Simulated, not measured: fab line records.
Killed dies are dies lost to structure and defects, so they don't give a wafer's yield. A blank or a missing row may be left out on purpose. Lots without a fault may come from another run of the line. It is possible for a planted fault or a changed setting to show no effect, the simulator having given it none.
A struck lot beside a sound one | flow sky130 | 36 out of 708 route steps
Sound: the wafers L934.1, L934.2, L934.4. Struck: wafers L924.1, L924.2, L924.3. The cause is named last.
Each step with rows lists, per side, the tool, then ch with its chambers, then its first start. Under that, the readings that differ: sound wafers | struck wafers | difference of the means | sigmas: that difference in standard deviations of wafers without a fault.
alike: words and numbers the same on both sides, and readings whose means are apart by under 2 such deviations; not compared: readings that were withheld, readings missing a value for some wafer, numbers with overlapping values and no deviation given by the record, and bounds like >300 which may hide the same value.
Wherever a step has rows on one side only, a row that says differs or no value, or a row with sigmas, the two part there. Non-overlapping numbers with no deviation appear without sigmas and do not part them. A reading that every wafer of one side lacks parts them only if that side has two wafers or more.

first, 8 steps without rows for these wafers: SKY_SONOS_ONO_CVD_04 (deposits SiO2 from SiH4/N2O, target thk 5.7199 nm); SKY_SONOS_ONO_DEHYDRATE_06 (time 60 s); SKY_SONOS_ONO_HMDS_07 (prime time 60 s); SKY_SONOS_ONO_COAT_08 (resist thk 1140 nm); SKY_SONOS_ONO_SOFTBAKE_09 (time 60 s); SKY_SONOS_ONO_EXPOSE_10 (exposes mask ONOM, target cd 410 nm); SKY_SONOS_ONO_PEB_11; SKY_SONOS_ONO_DEVELOP_12 (develop time 60 s).
SKY_SONOS_ONO_ETCH_15: etches the open film in CHF3/O2, target depth 19.52 nm, time 7.8 s.
  sound on rieDiel-04 ch 0,2, day 20 12:08; struck on rieDiel-02 ch 0,1,2, day 16 23:35
  no value came back on the struck wafers for any of 5 readings (O2_flow_sccm (sccm), biasW (W) and others); on the sound wafers O2_flow_sccm (sccm) reads 5.007 5.010 4.990
reading                                       | sound             | struck            | difference | sigmas
model.NOVOLAK_of_SONOS_ONO_COAT_08.thkNm (nm) | 1122 1121 1125    | 1136 1138 1137    | +14        | 
model.SiO2_of_FIELD_ISO_CVD_24.thkNm (nm)     | 399.3 399.2 399.8 | 402 399.9 401.6   | +2         | 
model.SiO2_of_NWELL_OXIDATION_01.thkNm (nm)   | 5.766 5.44 5.532  | 8.589 8.674 8.459 | +2.995     | 
  not compared: rfHoursCounterH
then, 25 steps without rows for these wafers: SKY_SONOS_ONO_WET_ETCH_16 (etches SiO2 in dHF, target depth 14 nm, time 280 s); SKY_SONOS_ONO_STRIP_17 (strips in O2/N2); SKY_SONOS_ONO_WET_ETCH_18 (etches Si3N4 in H3PO4, target depth 15 nm, time 172 s); SKY_GATE_OXIDE_CLEAN_00 (cleans in SC1/SC2, time 150 s); SKY_GATE_OXIDE_OXIDATION_01 (stabilise 600 s, purge 300 s, target thk 10.268 nm); SKY_GATE_OXIDE_DEHYDRATE_03 (time 60 s); SKY_GATE_OXIDE_HMDS_04 (prime time 60 s); SKY_GATE_OXIDE_COAT_05 (resist thk 1140 nm); SKY_GATE_OXIDE_SOFTBAKE_06 (time 60 s); SKY_GATE_OXIDE_EXPOSE_07 (exposes mask LVOM, target cd 600 nm); SKY_GATE_OXIDE_PEB_08; SKY_GATE_OXIDE_DEVELOP_09 (develop time 60 s); SKY_GATE_OXIDE_IMPLANT_11; SKY_GATE_OXIDE_WET_ETCH_12 (etches SiO2 in dHF, target depth 16.8 nm, time 336 s); SKY_GATE_OXIDE_STRIP_13 (strips in O2/N2); SKY_GATE_OXIDE_CLEAN_15 (cleans in SC1/SC2, time 150 s); SKY_GATE_OXIDE_OXIDATION_16 (stabilise 600 s, purge 300 s, target thk 3.57 nm); SKY_POLY_GATE_CVD_00 (deposits poly-Si, target thk 180 nm, time 720 s); SKY_RES_PROTECT_DEHYDRATE_00 (time 60 s); SKY_RES_PROTECT_HMDS_01 (prime time 60 s); SKY_RES_PROTECT_COAT_02 (resist thk 1140 nm); SKY_RES_PROTECT_SOFTBAKE_03 (time 60 s); SKY_RES_PROTECT_EXPOSE_04 (exposes mask RPM, target cd 1270 nm); SKY_RES_PROTECT_PEB_05; SKY_RES_PROTECT_DEVELOP_06 (develop time 60 s).
-- the record jumps here: 16 days lie between the struck wafers' starts before and after (it left off in module RES_PROTECT and takes up again in module SALICIDE, whose first step shown is number 361 of the route) --
SKY_SALICIDE_CLEAN_00: cleans in HF-last, time 30 s.
  sound on wetBench-01 ch 0, day 35 07:11; struck on wetBench-01 ch 0, day 32 14:16
reading                                   | sound           | struck          | difference | sigmas
model.SiO2_of_FIELD_ISO_CVD_24.thkNm (nm) | 358.6 358.5 359 | 361.4 359.3 361 | +1.9       | 
-- the record jumps here: 17 days lie between the struck wafers' starts before and after (it left off in module SALICIDE and takes up again in module PAD_OPEN, whose first step shown is number 708 of the route) --
SKY_PAD_OPEN_PROBE_99:
  struck on prober-01, day 49 02:37; sound on prober-01, day 50 19:41
reading                             | sound                         | struck                        | difference | sigmas
model.etest.nfet_16v.rOnOhmUm       | 1.404e+04 1.438e+04 1.416e+04 | 1.758e+04 1.761e+04 1.752e+04 | +3.377e+03 | 
model.etest.pfet_16v.rOnOhmUm       | 1.497e+04 1.495e+04 1.5e+04   | 1.631e+04 1.643e+04 1.625e+04 | +1.357e+03 | 
model.etest.pfetG5v0d10v5.rOnOhmUm  | 4768 4811 4748                | 5407 5481 5422                | +661       | 
model.etest.nfetG5v0d10v5.rOnOhmUm  | 1907 1910 1878                | 2421 2435 2420                | +527       | 
model.etest.nfetG5v0d10v5.driveUaUm | 605.9 600.8 601.2             | 409.1 403.9 408.8             | -195.4     | 
model.etest.tipSonos.rsOhmSq        | 2739 2734 2742                | 2826 2854 2850                | +105       | 
model.etest.nfet_05v0_nvt.driveUaUm | 572.1 572.7 571.9             | 432.3 429.8 436.2             | -139.5     | 
model.etest.nfet_16v.driveUaUm      | 219.8 219.1 220.2             | 135.3 134.6 135.3             | -84.6      | 
  alike: killed_at_M0_to_M3, killed_at_M4_up, killedAtContacts, killedAtFrontEnd, killedAtOther, killedDies, killedOnRim, killedOpen, killedShort

== WHERE THEY PART ==
At SKY_SONOS_ONO_ETCH_15 and nowhere else, as far as this record goes. Later steps at which nothing parts them and some readings are alike: SKY_PAD_OPEN_PROBE_99.

WHY: what had been put in by the simulator
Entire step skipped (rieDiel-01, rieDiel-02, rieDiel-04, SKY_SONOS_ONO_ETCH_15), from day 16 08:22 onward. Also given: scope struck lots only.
